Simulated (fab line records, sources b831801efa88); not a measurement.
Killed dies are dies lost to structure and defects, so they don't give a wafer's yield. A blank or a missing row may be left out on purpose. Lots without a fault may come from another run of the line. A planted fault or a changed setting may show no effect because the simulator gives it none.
fab line records | flow sky130
record lots=6 wafers=18 last_day=50
route steps=708 shown LOCAL_INTERCONNECT@396 CONTACT@406 PAD_OPEN@708
lots that met no fault: from a run of the same line without faults
start_h: hours from the record's first day to the start of the lot's first wafer shown | wait_h: hours since the lot's step before | " the same as in the row above | L1.1+2: a row that stands for several wafers | - no value, or no start given | * or withheld: withheld | < > ~ a bound
route shown NAME@n: a module of which the file shows steps, and the number in the route of the first | usual: mean/standard deviation of fault-free wafers | same: alike in all rows | chamber/n: place in a boat | sites: the reading at each site | _std_site: their standard deviation | _edge_site: outer sites' mean less inner sites' | radius_mm: how far each site lies from the wafer's centre | mask NAME#n: copy n | behind: the tool/chamber that last shaped the wafer | hold: why the lot was held/for how many hours/how that ended | device: the transistor (n, p or np) that didn't switch | end of line: the same wafers' tests at the end of the route | a step without rows: its recipe alone | killed: dies lost to structure and defects at the first sort, not the wafer's yield | map: a wafer's dies, x killed, . not, _ none there
set.NAME: the setting as run; set.NAME@STEP: as run at that earlier step | model.NAME: the simulator's own value behind a step, which no gauge read
lots at some steps of the route; a table a step, a row a wafer
services: from which hour (start_h, from the record's first day; less than 0 if before it) a tool's chamber was out of use, for how many hours, and why
## steps
# step SKY_LOCAL_INTERCONNECT_PEB_09
# recipe peb_temp_c=withheld peb_time_s=withheld resist=KrF-thick
# step SKY_LOCAL_INTERCONNECT_DEVELOP_10
# recipe develop_time_s=60 resist=KrF-thick dev_temp_c=21
# step SKY_LOCAL_INTERCONNECT_CD_MEAS_11
# recipe target_cd_nm=170
# usual cd_nm=170.2/1.6
# columns lot.wafer tool chamber start_h wait_h cd_nm
L706.2 cd_sem-01 - 720.36 - 170.5
L706.3 " - " " 170.4
L706.4 " - " " 171.8
L708.2 cd_sem-01 - 747.54 - 170.9
L708.3 " - " " 170.0
L708.6 " - " " 171.5
L710.2 cd_sem-01 - 747.96 - 172.1
L710.3 " - " " 171.4
L710.6 " - " " 169.2
L709.3 cd_sem-02 - 748.98 - 171.8
L709.4 " - " " 172.0
L709.5 " - " " 170.1
L724.1 cd_sem-02 - 861.07 - 171.5
L724.2 " - " " 170.4
L724.5 " - " " 171.0
L727.3 cd_sem-01 - 883.23 - 168.7
L727.5 " - " " 169.1
L727.6 " - " " 169.6
# step SKY_LOCAL_INTERCONNECT_OVL_MEAS_12
# usual LOCAL_INTERCONNECT_OVL=2/5
# columns lot.wafer tool chamber start_h wait_h LOCAL_INTERCONNECT_OVL[nm]
L706.2 overlay-02 - 720.47 0.1 2
L706.3 " - " " 0
L706.4 " - " " -3
L708.2 overlay-02 - 747.64 0.1 4
L708.3 " - " " 0
L708.6 " - " " 9
L710.2 overlay-02 - 748.07 0.1 5
L710.3 " - " " -1
L710.6 " - " " 8
L709.3 overlay-01 - 749.07 0.1 5
L709.4 " - " " -1
L709.5 " - " " -3
L724.1 overlay-02 - 861.19 0.1 3
L724.2 " - " " 5
L724.5 " - " " 2
L727.3 overlay-02 - 883.33 0.1 7
L727.5 " - " " 8
L727.6 " - " " 6
# step SKY_LOCAL_INTERCONNECT_ETCH_13
# recipe chemistry=N2/H2 target=BARC ion_energy_ev=200 bias_w=100 pressure_mtorr=30 n2_flow_sccm=100 h2_flow_sccm=200 icp_w=500 stop_on=SiO2 time_s=45.9 target_depth_a=600
# usual bias_w=99.96/0.3 chamber_pressure_mTorr=29.999/0.027 drypump_motor_current_A=5.7/0.55 he_backside_leak_sccm=3.47/0.18 n2_flow_sccm=100.0/0.33 oes_product_au=0.855/0.0052 throttle_valve_pct=13.223/0.008
# columns lot.wafer tool chamber start_h wait_h bias_w chamber_pressure_mTorr drypump_motor_current_A he_backside_leak_sccm n2_flow_sccm oes_product_au rf_hours_counter_h throttle_valve_pct
L706.2 rie_metal-04 1 720.50 0.0 99.68 29.974 6.3 3.59 100.0 0.852 6 13.214
L706.3 " 1 " " 99.76 30.028 6.3 3.63 100.4 0.850 - 13.219
L706.4 " 0 " " 100.18 29.938 5.0 3.29 99.7 0.861 - 13.219
L708.2 rie_metal-01 1 747.67 0.0 100.15 29.995 6.3 3.53 99.8 0.861 1 13.233
L708.3 " 1 " " 99.84 29.992 6.3 3.83 100.5 0.854 - 13.216
L708.6 " 1 " " 100.05 29.995 6.3 3.64 100.4 0.854 - 13.235
L710.2 rie_metal-03 1 748.10 0.0 99.32 30.016 5.5 3.49 99.7 0.854 13 13.213
L710.3 " 1 " " 99.85 30.005 5.5 3.36 100.2 0.854 - 13.234
L710.6 " 1 " " 99.33 30.012 5.5 3.64 99.6 0.860 - 13.216
L709.3 rie_metal-04 1 749.12 0.0 100.26 29.998 6.3 3.54 100.1 0.865 - 13.230
L709.4 " 0 " " 99.82 29.947 5.0 3.29 100.4 0.861 - 13.223
L709.5 " 1 " " 100.13 30.020 6.3 3.51 99.9 0.847 - 13.210
L724.1 rie_metal-04 0 861.22 0.0 100.04 29.993 5.0 3.33 100.2 0.853 3 13.231
L724.2 " 1 " " 99.70 30.009 6.2 3.55 99.7 0.848 13 13.205
L724.5 " 0 " " 99.78 29.977 5.0 3.26 100.2 0.861 - 13.229
L727.3 rie_metal-04 1 883.37 0.0 99.76 29.997 6.3 3.55 100.4 0.858 - 13.210
L727.5 " 1 " " 99.60 29.998 6.3 3.63 100.2 0.857 - 13.235
L727.6 " 0 " " 100.25 30.044 5.0 3.32 100.0 0.849 - 13.234
# step SKY_LOCAL_INTERCONNECT_METAL_ETCH_14
# recipe target_depth_nm=110 stop_on=PSG chemistry=Cl2/BCl3 target=TiN resist_sidewall_deg=88 pressure_mtorr=10 icp_w=900 bias_w=48.5 Cl2_flow_sccm=60 bcl3_flow_sccm=30 time_s=31.4
# usual bias_w=48.51/0.14 chamber_pressure_mTorr=10.000/0.0092 drypump_motor_current_A=5.6/0.55 he_backside_leak_sccm=3.5/0.4 oes_product_au=0.939/0.009 throttle_valve_pct=21.902/0.011
# columns lot.wafer tool chamber start_h wait_h bias_w chamber_pressure_mTorr drypump_motor_current_A he_backside_leak_sccm oes_product_au rf_hours_counter_h throttle_valve_pct
L706.2 rie_metal-04 1 720.56 0.0 48.66 9.979 6.3 3.6 0.937 6 21.890
L706.3 " 1 " " 49.04 10.005 6.3 3.6 0.948 - 21.901
L706.4 " 0 " " 48.59 10.000 5.0 3.2 0.948 - 21.901
L708.2 rie_metal-01 1 747.74 0.0 48.67 9.979 6.3 3.6 0.938 1 21.904
L708.3 " 1 " " 48.55 10.002 6.2 3.6 0.940 - 21.892
L708.6 " 1 " " 48.50 10.013 6.3 3.9 0.939 - 21.892
L710.2 rie_metal-03 1 748.16 0.0 48.55 10.001 5.4 3.3 0.944 13 21.890
L710.3 " 1 " " 48.51 9.997 5.5 3.5 0.945 - 21.912
L710.6 " 1 " " 48.71 10.007 5.5 3.5 0.929 - 21.925
L709.3 rie_metal-04 1 749.18 0.0 48.66 9.999 6.2 3.6 0.940 - 21.901
L709.4 " 0 " " 48.50 9.999 5.0 3.2 0.941 - 21.916
L709.5 " 1 " " 48.40 10.009 6.2 3.6 0.940 - 21.892
L724.1 rie_metal-04 0 861.29 0.0 48.57 10.014 5.0 3.1 0.935 3 21.885
L724.2 " 1 " " 48.55 9.997 6.3 3.6 0.933 13 21.908
L724.5 " 0 " " 48.22 9.991 5.0 4.8 0.929 - 21.911
L727.3 rie_metal-04 1 883.43 0.0 48.63 10.012 6.3 3.6 0.939 - 21.911
L727.5 " 1 " " 48.67 10.005 6.2 3.6 0.926 - 21.913
L727.6 " 0 " " 48.70 9.999 5.0 3.3 0.936 - 21.909
# step SKY_LOCAL_INTERCONNECT_STRIP_15
# recipe chemistry=O2/N2 power_w=1400 pressure_mtorr=1500 platen_temp_c=withheld o2_flow_sccm=3000 n2_flow_sccm=300 overash_fraction=0.5
# usual chamber_pressure_mTorr=1500.0/1.4 drypump_motor_current_A=5.8/0.48 n2_flow_sccm=300.0/0.92 oes_product_au=0.427/0.0044 strip_time_to_endpoint_s=4.730/0.02
# columns lot.wafer tool chamber start_h wait_h chamber_pressure_mTorr drypump_motor_current_A n2_flow_sccm oes_product_au rf_hours_counter_h strip_time_to_endpoint_s
L706.2 plasma_asher-03 1 720.61 0.0 1500.6 6.2 300.9 0.430 90 4.710
L706.3 " 0 " " 1498.7 5.7 300.3 0.422 - 4.727
L706.4 " 1 " " 1499.7 6.2 300.4 0.429 - 4.730
L708.2 plasma_asher-03 1 747.79 0.0 1501.0 6.2 300.6 0.427 93 4.755
L708.3 " 1 " " 1497.8 6.2 300.5 0.424 - 4.705
L708.6 " 1 " " 1499.5 6.2 300.6 0.432 - 4.701
L710.2 plasma_asher-01 0 748.21 0.0 1499.8 5.8 301.5 0.423 59 4.713
L710.3 " 0 " " 1498.8 5.8 298.9 0.423 - 4.693
L710.6 " 0 " " 1498.6 5.8 299.3 0.420 - 4.715
L709.3 plasma_asher-04 0 749.25 0.1 1499.0 6.4 299.7 0.421 - 4.703
L709.4 " 1 " " 1502.0 4.8 301.8 0.424 - 4.737
L709.5 " 0 " " 1499.3 6.4 299.4 0.432 - 4.733
L724.1 plasma_asher-01 1 861.34 0.0 1499.6 5.7 299.5 0.421 72 4.737
L724.2 " 0 " " 1502.7 5.8 300.6 0.424 72 4.760
L724.5 " 1 " " 1499.1 5.6 300.1 0.428 - 4.727
L727.3 plasma_asher-04 0 883.50 0.1 1498.5 6.4 301.8 0.426 - 4.734
L727.5 " 1 " " 1499.8 4.8 299.8 0.426 - 4.745
L727.6 " 0 " " 1500.9 6.4 301.0 0.427 - 4.740
# step SKY_LOCAL_INTERCONNECT_STRIP_16
# recipe chemistry=post_etch_residue_remover time_s=1200 temp_c=72.5
# step SKY_LOCAL_INTERCONNECT_CLEAN_17
# recipe chemistry=IPA time_s=180 temp_c=25
# step SKY_LOCAL_INTERCONNECT_CLEAN_18
# recipe chemistry=O3/DIW dry=n2_spin
# step SKY_CONTACT_CVD_00
# recipe material=Si3N4 target_thk_nm=75 temp_c=400 time_s=withheld rf_w=450
# usual heater_power_w=740/97
# columns lot.wafer tool chamber start_h wait_h heater_power_w
L706.2 pecvd-03 0 721.20 0.0 767
L706.3 " 2 " " 715
L706.4 " 2 " " 737
L708.2 pecvd-04 2 748.42 0.0 799
L708.3 " 0 " " 611
L708.6 " 0 " " 620
L710.2 pecvd-01 2 748.83 0.0 761
L710.3 " 0 " " 902
L710.6 " 2 " " 789
L709.3 pecvd-03 2 749.83 0.0 758
L709.4 " 2 " " 738
L709.5 " 0 " " 720
L724.1 pecvd-03 2 861.97 0.0 671
L724.2 " 1 " " 683
L724.5 " 2 " " 669
L727.3 pecvd-01 1 884.09 0.0 870
L727.5 " 0 " " 874
L727.6 " 2 " " 774
# step SKY_CONTACT_THK_MEAS_01
# recipe reads=Si3N4_of_CONTACT_CVD_00
# usual CONTACT_CVD_00_THK=74.8/0.94
# columns lot.wafer tool chamber start_h wait_h CONTACT_CVD_00_THK[nm]
L706.2 film_metro-04 - 721.25 - 73.8
L706.3 " - " " 74.9
L706.4 " - " " 76.7
L708.2 film_metro-03 - 748.47 - 75.0
L708.3 " - " " 73.6
L708.6 " - " " 73.9
L710.2 film_metro-04 - 748.87 - 74.2
L710.3 " - " " 74.1
L710.6 " - " " 75.5
L709.3 film_metro-03 - 749.88 - 75.6
L709.4 " - " " 77.2
L709.5 " - " " 76.1
L724.1 film_metro-03 - 862.00 - 74.8
L724.2 " - " " 75.2
L724.5 " - " " 75.1
L727.3 film_metro-02 - 884.14 - 74.6
L727.5 " - " " 75.8
L727.6 " - " " 76.4
# step SKY_CONTACT_HDPCVD_02
# recipe material=SiO2 target_thk_nm=565 sigma_open_frac=0.3 time_s=94.2 temp_c=600 sih4_flow_sccm=60 pressure_mtorr=6
# usual pressure_mtorr=5.998/0.013 sih4_flow_sccm=59.98/0.17
# columns lot.wafer tool chamber start_h wait_h pressure_mtorr sih4_flow_sccm model.SiO2_of_CONTACT_HDPCVD_02.thk_nm
L706.2 hdpcvd-02 0 721.30 0.0 6.012 60.20 578.7
L706.3 " 2 " " 6.005 59.80 578.9
L706.4 " 1 " " 5.977 60.21 569.3
L708.2 hdpcvd-02 0 748.52 0.0 6.030 60.16 565.5
L708.3 " 1 " " 6.000 60.10 562.2
L708.6 " 1 " " 6.006 60.07 562.8
L710.2 hdpcvd-02 1 748.92 0.0 6.012 71.97 685.2
L710.3 " 0 " " 5.997 71.80 683.4
L710.6 " 0 " " 6.042 71.97 687.6
L709.3 hdpcvd-02 0 749.92 0.0 5.997 72.17 689.2
L709.4 " 2 " " 5.976 71.85 690.5
L709.5 " 0 " " 6.004 71.69 690.4
L724.1 hdpcvd-02 1 862.06 0.1 6.000 59.89 567
L724.2 " 2 " " 6.012 60.16 567.7
L724.5 " 2 " " 6.013 59.86 574.1
L727.3 hdpcvd-01 0 884.18 0.0 6.006 60.23 560.8
L727.5 " 0 " " 6.001 60.10 571.2
L727.6 " 2 " " 5.978 60.01 563
# step SKY_CONTACT_THK_MEAS_03
# recipe reads=SiO2_of_CONTACT_HDPCVD_02
# usual CONTACT_HDPCVD_THK=569/7.4
# columns lot.wafer tool chamber start_h wait_h CONTACT_HDPCVD_THK[nm]
L706.2 film_metro-03 - 721.38 0.0 579
L706.3 " - " " 578
L706.4 " - " " 569
L708.2 film_metro-02 - 748.60 0.0 565
L708.3 " - " " 562
L708.6 " - " " 562
L710.2 film_metro-02 - 749.00 0.0 685
L710.3 " - " " 683
L710.6 " - " " 688
L709.3 film_metro-04 - 750.01 0.1 689
L709.4 " - " " 691
L709.5 " - " " 690
L724.1 film_metro-02 - 862.13 0.0 568
L724.2 " - " " 568
L724.5 " - " " 575
L727.3 film_metro-02 - 884.27 0.1 561
L727.5 " - " " 571
L727.6 " - " " 563
# step SKY_CONTACT_CMP_04
# recipe material=SiO2 down_force_psi=4 platen_rpm=60 pad_velocity_m_s=0.94248
# usual motor_current_A=12.2/0.61 time_to_endpoint_s=85/4.6
# columns lot.wafer tool chamber start_h wait_h motor_current_A time_to_endpoint_s
L706.3 cmp-01 1 721.43 0.0 11.7 93
L706.2 " 2 " " 12.6 90
L706.4 " 3 " " 13.3 86
L708.3 cmp-02 1 748.65 0.0 12.7 85
L708.2 " 3 " " 12.5 82
L708.6 " 2 " " 11.7 78
L710.3 cmp-02 1 749.15 0.1 11.6 126
L710.2 " 2 " " 12.4 121
L710.6 " 3 " " 13.2 122
L709.4 cmp-02 0 750.15 0.1 12.2 129
L709.3 " 1 " " 12.2 131
L709.5 " 2 " " 12.2 127
L724.2 cmp-02 0 862.19 0.0 12.7 88
L724.1 " 2 " " 13.3 86
L724.5 " 0 " " 12.1 95
L727.3 cmp-01 3 884.31 0.0 12.4 80
L727.5 " 3 " " 13.2 81
L727.6 " 0 " " 11.1 89
# step SKY_CONTACT_BOW_MEAS_05
# recipe mode=bow
# usual CONTACT_BOW=83/7.5
# columns lot.wafer tool chamber start_h wait_h CONTACT_BOW[um]
L706.2 film_metro-04 - 721.75 0.2 64
L706.3 " - " " 79
L706.4 " - " " 92
L708.2 film_metro-03 - 748.97 0.2 70
L708.3 " - " " 71
L708.6 " - " " 70
L710.2 film_metro-04 - 749.37 0.1 83
L710.3 " - " " 80
L710.6 " - " " 74
L709.3 film_metro-03 - 750.39 0.1 92
L709.4 " - " " 82
L709.5 " - " " 90
L724.1 film_metro-04 - 862.49 0.1 74
L724.2 " - " " 84
L724.5 " - " " 80
L727.3 film_metro-03 - 884.65 0.3 78
L727.5 " - " " 71
L727.6 " - " " 88
# step SKY_PAD_OPEN_PROBE_99
# usual killed_at_M0_to_M3=45/7.5 killed_at_M4_up=3.2/1.8 killed_at_contacts=24/4.9 killed_at_front_end=15/4.4 killed_at_other=0.3/0.54 killed_dies=87/9.8 killed_open=47/6.4 killed_short=40/6.5
# same gross_dies=492 killed_at_back_side=0
# columns lot.wafer tool chamber start_h wait_h killed_at_M0_to_M3 killed_at_M4_up killed_at_contacts killed_at_front_end killed_at_other killed_dies killed_open killed_short
L708.2 prober-01 - 1108.36 0.1 36 4 20 11 0 71 43 28
L708.3 prober-01 - 1108.41 0.2 45 4 29 13 2 93 52 41
L708.6 prober-01 - 1108.56 0.2 45 5 21 11 0 82 43 39
L709.3 prober-01 - 1111.38 0.2 50 6 25 13 0 94 49 44
L709.4 prober-01 - 1111.43 0.2 51 2 23 17 0 93 56 37
L709.5 prober-01 - 1111.48 0.2 49 2 20 20 0 91 49 42
# killed by level:class
L708.2 CONTACT:geometric_particle:open=8 VIA1:geometric_particle:open=8 VIA3:geometric_particle:open=6 LI_CONTACT:geometric_particle:short=5 VIA2:geometric_particle:open=5 VIA1:geometric_particle:short=5 LI_CONTACT:geometric_particle:open=4 FIELD_ISO:geometric_particle:open=3
L708.3 VIA1:geometric_particle:open=11 LI_CONTACT:geometric_particle:open=9 CONTACT:geometric_particle:open=9 VIA3:geometric_particle:open=8 VIA2:geometric_particle:open=7 METAL1:geometric_particle:short=6 LOCAL_INTERCONNECT:geometric_particle:short=5 VIA1:geometric_particle:short=5
L708.6 VIA2:geometric_particle:open=9 VIA1:geometric_particle:open=8 METAL2:geometric_particle:short=8 CONTACT:geometric_particle:open=7 METAL1:geometric_particle:short=7 VIA3:geometric_particle:open=7 LOCAL_INTERCONNECT:geometric_particle:short=6 FIELD_ISO:geometric_particle:short=5
L709.3 VIA1:geometric_particle:open=10 VIA3:geometric_particle:open=9 CONTACT:geometric_particle:open=8 VIA2:geometric_particle:open=7 METAL1:geometric_particle:short=7 CONTACT:geometric_particle:short=6 LI_CONTACT:geometric_particle:open=5 METAL2:geometric_particle:short=5
L709.4 VIA2:geometric_particle:open=13 VIA1:geometric_particle:open=12 VIA3:geometric_particle:open=10 LOCAL_INTERCONNECT:geometric_particle:short=7 CONTACT:geometric_particle:open=6 CONTACT:geometric_particle:short=5 FIELD_ISO:geometric_particle:short=4 FIELD_ISO:geometric_particle:open=4
L709.5 CONTACT:geometric_particle:open=12 VIA1:geometric_particle:open=10 VIA2:geometric_particle:open=9 VIA2:geometric_particle:short=7 METAL2:geometric_particle:short=6 POLY_GATE:geometric_particle:short=5 VIA3:geometric_particle:open=5 FIELD_ISO:geometric_particle:short=4
## services
# columns tool chamber start_h hours kind
hdpcvd-02 2 705.53 2.7 repair
rie_metal-01 1 709.41 17.7 repair
cmp-02 - 716.44 11.6 pm
pecvd-01 0 726.98 5.3 repair
pecvd-04 - 734.44 1.3 repair
cmp-01 - 737.57 0.2 repair
cmp-01 - 741.56 22.3 repair
hdpcvd-01 - 744.24 13.1 repair
pecvd-03 - 759.41 4.9 repair
cmp-01 - 763.89 4.0 pm
rie_metal-04 0 766.65 - clean
pecvd-04 1 781.51 7.3 repair
cmp-02 - 784.41 0.7 repair
pecvd-01 1 788.29 3.4 repair
plasma_asher-01 - 813.14 0.8 repair
plasma_asher-03 - 813.62 2.5 repair
pecvd-03 - 818.06 1.0 repair
cmp-01 - 829.29 0.4 repair
hdpcvd-02 - 831.65 4.9 repair
cmp-01 - 840.09 3.4 pm
plasma_asher-03 - 848.58 3.2 repair
rie_metal-03 - 849.98 1.0 repair
rie_metal-03 - 874.15 14.6 pm
plasma_asher-03 - 884.42 2.8 pm
## key
first_sign step=SKY_CONTACT_HDPCVD_02 reading=sih4_flow_sccm direction=up sigmas=70 usual=59.98 struck=71.91
effect step=SKY_CONTACT_THK_MEAS_03 reading=CONTACT_HDPCVD_THK direction=up sigmas=16 usual=569 struck=688
effect step=SKY_CONTACT_CMP_04 reading=time_to_endpoint_s direction=up sigmas=8.7 usual=* struck=*
model_effect step=SKY_CONTACT_HDPCVD_02 value=SiO2_of_CONTACT_HDPCVD_02.thk_nm without=574.7 struck=687.7
met_at SKY_CONTACT_HDPCVD_02
struck_wafers L709.3,L709.4,L709.5,L710.2,L710.3,L710.6
tester_left_out L709,L710
onset_between 748.52 748.92
fault kind=process_parameter_drift tool=hdpcvd-02 chamber=- onset_h=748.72 steps=SKY_CONTACT_HDPCVD_02 channel=sih4_flow_sccm offset=12 shape=step end_h=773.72 acts_in=these_recipes_only stated=60
# tester_left_out: of these lots the tester's yield and bins aren't shown, on N5 and GAA mostly nor the transistor test; their killed dies are dies lost to structure and defects alone, not to doping, threshold or leakage, so they don't give the yield
